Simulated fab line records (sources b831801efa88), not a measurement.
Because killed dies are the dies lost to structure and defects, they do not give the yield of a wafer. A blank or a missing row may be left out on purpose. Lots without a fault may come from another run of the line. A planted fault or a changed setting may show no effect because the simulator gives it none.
Chamber matching ; flow sky130 ; SKY_VIA4_CMP_02 on cmp-01 has 4 sister chambers
The step polishes SiO2. 8 wafers are shown with their chamber, then 12 later ones without.

== EACH WAFER AND ITS CHAMBER ==
wafer;chamber;motor_current_A (A);retaining_ring_pressure_frac
L085.2;1;12.4;0.996
L086.2;3;11.1;1.001
L086.3;1;12.3;1.001
L088.2;2;11.9;1.007
L088.5;0;11.8;0.999
L089.3;2;11.3;1.006
L089.4;0;11.1;1.002
L089.6;3;11.2;1.003

== WAFERS WITHOUT THEIR CHAMBER ==
wafer;motor_current_A (A);retaining_ring_pressure_frac
L093.2;11.3;1.007
L093.4;11.2;1.003
L093.6;11.1;1.005
L094.4;11.7;0.999
L094.5;11.5;1.000
L094.6;11.0;0.997
L095.3;11.4;0.990
L095.5;12.8;0.998
L095.6;11.7;0.996
L096.3;10.4;1.000
L096.4;12.4;1.002
L096.5;11.2;1.000

== WHICH CHAMBER EACH WENT THROUGH ==
wafer;from the rows above;in truth
L093.2;can't be placed: 2 or 3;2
L093.4;can't be placed: 3 or 0 or 2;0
L093.6;can't be placed: 3 or 2 or 0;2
L094.4;can't be placed: 0 or 1 or 3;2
L094.5;can't be placed: 0 or 3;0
L094.6;can't be placed: 0 or 3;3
L095.3;can't be placed: 0 or 1 or 3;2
L095.5;1;1
L095.6;can't be placed: 0 or 1 or 3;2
L096.3;can't be placed: 3 or 0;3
L096.4;can't be placed: 1 or 0 or 2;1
L096.5;can't be placed: 0 or 3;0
Placed correctly: 1 of 12. Not placeable from these rows: 11 (in 8, the candidates include the true chamber). Placed wrongly: 0.
How it was worked out, from the rows above alone: a wafer's distance from a chamber is the root of the sum, over the readings, of the square of ((its reading less the chamber's mean) divided by the reading's scatter). If the next closest chamber is less than 2 further off than the closest, the wafer can't be placed; otherwise it belongs to the closest. Each chamber's mean is taken over the wafers shown for it. The scatter is the square root of a quotient: the sum, over the shown wafers, of each reading's squared deviation from its chamber's mean, divided by wafers minus chambers.
